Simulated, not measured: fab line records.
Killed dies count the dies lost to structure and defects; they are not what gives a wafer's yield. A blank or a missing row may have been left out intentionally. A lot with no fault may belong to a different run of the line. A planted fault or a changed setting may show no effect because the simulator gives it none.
fab line records ; flow gf180mcu ; part 2 of 2: steps 33 to 43 of 43
record: lots: 5; wafers: 15; last-day: 34
route steps=602 shown DNWELL@36 NWELL@42 LVPWELL@54 MVSD@66 MVPSD@78
lots that met no fault: from a run of the same line without faults
start-h: hours from the record's first day to the start of the lot's first wafer shown ; wait-h: hours since the lot's step before ; " repeats the value in the row above ; L1.1+2: several wafers, shown together as one row ; - no value, or no start was given ; * or withheld: withheld ; < > ~ a bound
route shown NAME@n: names a module that has steps shown in the file, with the first one's number in the route ; usual: the fault-free wafers' mean and standard deviation ; same: alike in all rows ; chamber/n: place in a boat ; sites: per-site readings ; _std_site: their standard deviation ; _edge_site: mean of outer sites minus mean of inner sites ; radius-mm: for every site, how far away it sits from the centre of the wafer ; mask NAME#n: copy n ; behind: the last tool/chamber to shape the wafer ; hold: reason for holding the lot/hours on hold/outcome of the hold ; device: the n, p or np transistor that did not switch ; end of line: the tests these same wafers got at the end of their route ; for a step that has no rows: nothing shown but its recipe ; killed: dies lost to structure and defects at the first sort, not the wafer's yield ; map: per-die view of a wafer (x killed, . not killed, _ where there is no die)
set.NAME: the setting that was run; set.NAME@STEP: the one run at that earlier step ; model.NAME: the simulator's own value behind a step, which no gauge read
certain route steps with their lots: each step a table, each wafer a row
services: the hour from which a tool's chamber was out of use, counted from the record's first day as start-h (under 0 if before that day), plus the number of hours and why
== steps ==
step: GF_MVSD_COAT_02
recipe: spin-rpm: 2000; resist-thk-nm: 3000
usual: dispense-pressure-kPa: 52/3.7
lot.wafer;tool;chamber;start-h;wait-h;dispense-pressure-kPa
L074.3;litho-track-02;0;73.51;0.1;53
L074.5;litho-track-02;0;73.51;0.1;53
L074.6;litho-track-02;0;73.51;0.1;53
L075.4;litho-track-03;0;81.66;0.1;54
L075.5;litho-track-03;0;81.66;0.1;54
L075.6;litho-track-03;0;81.66;0.1;54
L086.1;litho-track-02;0;142.66;0.1;53
L086.2;litho-track-02;0;142.66;0.1;53
L086.3;litho-track-02;0;142.66;0.1;53
L094.2;litho-track-02;0;195.93;0.1;53
L094.3;litho-track-02;0;195.93;0.1;53
L094.6;litho-track-02;0;195.93;0.1;53
L097.1;litho-track-03;0;209.03;0.1;54
L097.3;litho-track-03;0;209.03;0.1;54
L097.6;litho-track-03;0;209.03;0.1;54
step: GF_MVSD_SOFTBAKE_03
recipe: temp-c: 110; time-s: withheld
lot.wafer;tool;chamber;start-h;wait-h
L074.3+5+6;litho-track-02;0;73.68;0.1
L075.4+5+6;litho-track-03;0;81.83;0.1
L086.1+2+3;litho-track-02;0;142.81;0.1
L094.2+3+6;litho-track-02;0;196.09;0.1
L097.1+3+6;litho-track-03;0;209.18;0.1
step: GF_MVSD_EXPOSE_04
recipe: mask-id: MVSD; target-cd-nm: 1000; na: 0.6; source-shape: conventional; sigma-outer: 0.6; dose-mj: 260
same: sigma-outer: 0.6
lot.wafer;tool;chamber;start-h;wait-h;mask
L074.3+5+6;iline-stepper-01;0;-;-;MVSD#0
L075.4+5+6;iline-stepper-01;0;-;-;MVSD#0
L086.1+2+3;iline-stepper-02;0;-;-;MVSD#0
L094.2+3+6;iline-stepper-01;0;-;-;MVSD#0
L097.1+3+6;iline-stepper-01;0;-;-;MVSD#0
step: GF_MVSD_PEB_05
recipe: temp-c: 115; time-s: withheld
lot.wafer;tool;chamber;start-h;wait-h
L074.3+5+6;litho-track-02;0;-;-
L075.4+5+6;litho-track-03;0;-;-
L086.1+2+3;litho-track-01;0;-;-
L094.2+3+6;litho-track-01;0;-;-
L097.1+3+6;litho-track-02;0;-;-
step: GF_MVSD_DEVELOP_06
recipe: wall-angle-deg: 90; develop-time-s: 60; dev-temp-c: 23
usual: developer-temp-C: 22.99/0.098
lot.wafer;tool;chamber;start-h;wait-h;developer-temp-C
L074.3;litho-track-02;0;-;-;23.02
L074.5;litho-track-02;0;-;-;22.99
L074.6;litho-track-02;0;-;-;23.00
L075.4;litho-track-03;0;-;-;22.99
L075.5;litho-track-03;0;-;-;23.00
L075.6;litho-track-03;0;-;-;22.92
L086.1;litho-track-01;0;-;-;22.79
L086.2;litho-track-01;0;-;-;22.67
L086.3;litho-track-01;0;-;-;22.84
L094.2;litho-track-01;0;-;-;23.14
L094.3;litho-track-01;0;-;-;23.16
L094.6;litho-track-01;0;-;-;23.20
L097.1;litho-track-02;0;-;-;22.99
L097.3;litho-track-02;0;-;-;23.11
L097.6;litho-track-02;0;-;-;22.91
step: GF_MVSD_OVL_MEAS_07
usual: MVSD_OVL: -1.1/1.4
lot.wafer;tool;chamber;start-h;wait-h;MVSD_OVL[nm]
L074.3;overlay-02;-;80.02;-;-2.1
L074.5;overlay-02;-;80.02;-;-4.7
L074.6;overlay-02;-;80.02;-;-2.3
L075.4;overlay-01;-;88.50;-;-1.1
L075.5;overlay-01;-;88.50;-;-0.1
L075.6;overlay-01;-;88.50;-;-1.2
L086.1;overlay-01;-;152.06;-;1.1
L086.2;overlay-01;-;152.06;-;1.5
L086.3;overlay-01;-;152.06;-;0.5
L094.2;overlay-02;-;205.06;-;-3.0
L094.3;overlay-02;-;205.06;-;-2.0
L094.6;overlay-02;-;205.06;-;-1.7
L097.1;overlay-02;-;217.56;-;-2.6
L097.3;overlay-02;-;217.56;-;-2.5
L097.6;overlay-02;-;217.56;-;-2.0
step: GF_MVSD_IMPLANT_08
recipe: species: P; energy-kev: 400; dose-cm2: 1.6e+13; tilt-deg: 0
usual: faraday-current-uA: 90.3/1.8
lot.wafer;tool;chamber;start-h;wait-h;faraday-current-uA
L074.3;implanter-01;0;80.10;0.1;89.8
L074.5;implanter-01;0;80.10;0.1;92.8
L074.6;implanter-01;0;80.10;0.1;90.5
L075.4;implanter-04;0;88.60;0.1;91.1
L075.5;implanter-04;0;88.60;0.1;89.2
L075.6;implanter-04;0;88.60;0.1;93.4
L086.1;implanter-04;0;152.09;0.0;87.9
L086.2;implanter-04;0;152.09;0.0;86.3
L086.3;implanter-04;0;152.09;0.0;88.6
L094.2;implanter-01;0;205.12;0.0;91.4
L094.3;implanter-01;0;205.12;0.0;92.6
L094.6;implanter-01;0;205.12;0.0;90.7
L097.1;implanter-04;0;217.59;0.0;88.7
L097.3;implanter-04;0;217.59;0.0;91.0
L097.6;implanter-04;0;217.59;0.0;87.2
step: GF_MVSD_IMPLANT_09
recipe: species: P; energy-kev: 100; dose-cm2: 5e+12; tilt-deg: 0
usual: faraday-current-uA: 28.2/0.52
lot.wafer;tool;chamber;start-h;wait-h;faraday-current-uA
L074.3;implanter-01;0;80.25;0.1;29.5
L074.5;implanter-01;0;80.25;0.1;27.0
L074.6;implanter-01;0;80.25;0.1;27.4
L075.4;implanter-04;0;88.75;0.1;28.1
L075.5;implanter-04;0;88.75;0.1;28.1
L075.6;implanter-04;0;88.75;0.1;27.8
L086.1;implanter-04;0;152.24;0.1;27.9
L086.2;implanter-04;0;152.24;0.1;28.0
L086.3;implanter-04;0;152.24;0.1;27.4
L094.2;implanter-01;0;205.27;0.1;28.2
L094.3;implanter-01;0;205.27;0.1;27.5
L094.6;implanter-01;0;205.27;0.1;27.4
L097.1;implanter-04;0;217.74;0.1;27.9
L097.3;implanter-04;0;217.74;0.1;28.0
L097.6;implanter-04;0;217.74;0.1;27.2
step: GF_MVSD_STRIP_10
recipe: chemistry: O2/N2; power-w: 1400; pressure-mtorr: 1500; platen-temp-c: 250; o2-flow-sccm: 3000; n2-flow-sccm: 300; overash-fraction: 0.5
usual: drypump-motor-current-A: 6.0/0.53; heater-power-w: 330/41; oes-product-au: 0.723/0.0045; strip-time-to-endpoint-s: 36.97/0.11
lot.wafer;tool;chamber;start-h;wait-h;drypump-motor-current-A;heater-power-w;oes-product-au;rf-hours-counter-h;strip-time-to-endpoint-s
L074.3;plasma-asher-03;1;80.38;0.1;5.7;272;0.722;-;36.79
L074.5;plasma-asher-03;0;80.38;0.1;5.8;371;0.721;-;36.79
L074.6;plasma-asher-03;1;80.38;0.1;5.7;273;0.727;-;36.83
L075.4;plasma-asher-04;1;88.85;0.1;5.6;347;0.727;-;36.98
L075.5;plasma-asher-04;0;88.85;0.1;5.5;266;0.724;-;36.91
L075.6;plasma-asher-04;1;88.85;0.1;5.6;347;0.730;-;36.96
L086.1;plasma-asher-04;1;152.39;0.1;5.5;343;0.720;4;36.91
L086.2;plasma-asher-04;0;152.39;0.1;5.4;274;0.723;4;36.93
L086.3;plasma-asher-04;1;152.39;0.1;5.6;343;0.718;-;36.94
L094.2;plasma-asher-02;1;205.39;0.1;6.5;359;0.727;53;36.92
L094.3;plasma-asher-02;1;205.39;0.1;6.5;356;0.719;-;36.85
L094.6;plasma-asher-02;0;205.39;0.1;6.8;355;0.722;-;36.97
L097.1;plasma-asher-04;0;217.89;0.1;5.4;268;0.726;12;36.80
L097.3;plasma-asher-04;1;217.89;0.1;5.5;358;0.725;-;36.77
L097.6;plasma-asher-04;1;217.89;0.1;5.6;342;0.730;-;36.75
step: GF_MVSD_TW_MEAS_11
usual: MVSD_TW: 1580/9.9
lot.wafer;tool;chamber;start-h;wait-h;MVSD_TW
L074.3;film-metro-04;-;80.47;0.1;1587
L074.5;film-metro-04;-;80.47;0.1;1592
L074.6;film-metro-04;-;80.47;0.1;1591
L075.4;film-metro-01;-;88.95;0.1;1586
L075.5;film-metro-01;-;88.95;0.1;1586
L075.6;film-metro-01;-;88.95;0.1;1588
L086.1;film-metro-04;-;152.49;0.1;1591
L086.2;film-metro-04;-;152.49;0.1;1588
L086.3;film-metro-04;-;152.49;0.1;1582
L094.2;film-metro-04;-;205.50;0.1;1595
L094.3;film-metro-04;-;205.50;0.1;1591
L094.6;film-metro-04;-;205.50;0.1;1582
L097.1;film-metro-02;-;217.99;0.1;1585
L097.3;film-metro-02;-;217.99;0.1;1574
L097.6;film-metro-02;-;217.99;0.1;1575
step: GF_MVPSD_DEHYDRATE_00
recipe: temp-c: 200; time-s: 60
lot.wafer;tool;chamber;start-h;wait-h
L074.3+5+6;litho-track-02;0;86.96;6.5
L075.4+5+6;litho-track-03;0;95.71;6.7
L086.1+2+3;litho-track-04;0;158.82;6.3
L094.2+3+6;litho-track-02;0;213.28;7.8
L097.1+3+6;litho-track-02;0;226.66;8.7
== services ==
tool;chamber;start-h;hours;kind
implanter-03;-;17.28;2.8;repair
implanter-04;-;46.35;1.7;repair
iline-stepper-02;-;47.93;0.9;repair
implanter-04;-;65.02;4.1;pm
iline-stepper-02;-;73.47;1.3;repair
iline-stepper-01;-;103.90;1.7;pm
plasma-asher-02;-;104.80;11.6;repair
plasma-asher-04;-;108.80;9.0;pm
plasma-asher-04;0;108.80;9.0;vent-cycle
plasma-asher-04;1;108.80;9.0;vent-cycle
iline-stepper-02;-;128.99;15.5;repair
plasma-asher-03;-;135.80;14.6;pm
implanter-01;-;137.04;4.8;repair
iline-stepper-01;-;137.31;11.5;repair
iline-stepper-01;0;148.54;-;calibration
iline-stepper-02;-;176.86;2.1;pm
iline-stepper-02;-;178.94;-;consumable-replace:lamp
plasma-asher-03;-;179.15;2.8;pm
plasma-asher-02;-;183.82;3.4;repair
iline-stepper-02;-;192.47;1.7;pm
plasma-asher-01;-;196.33;3.0;repair
implanter-02;-;197.03;3.7;repair
iline-stepper-02;0;216.83;-;calibration
implanter-01;-;217.19;40.6;pm
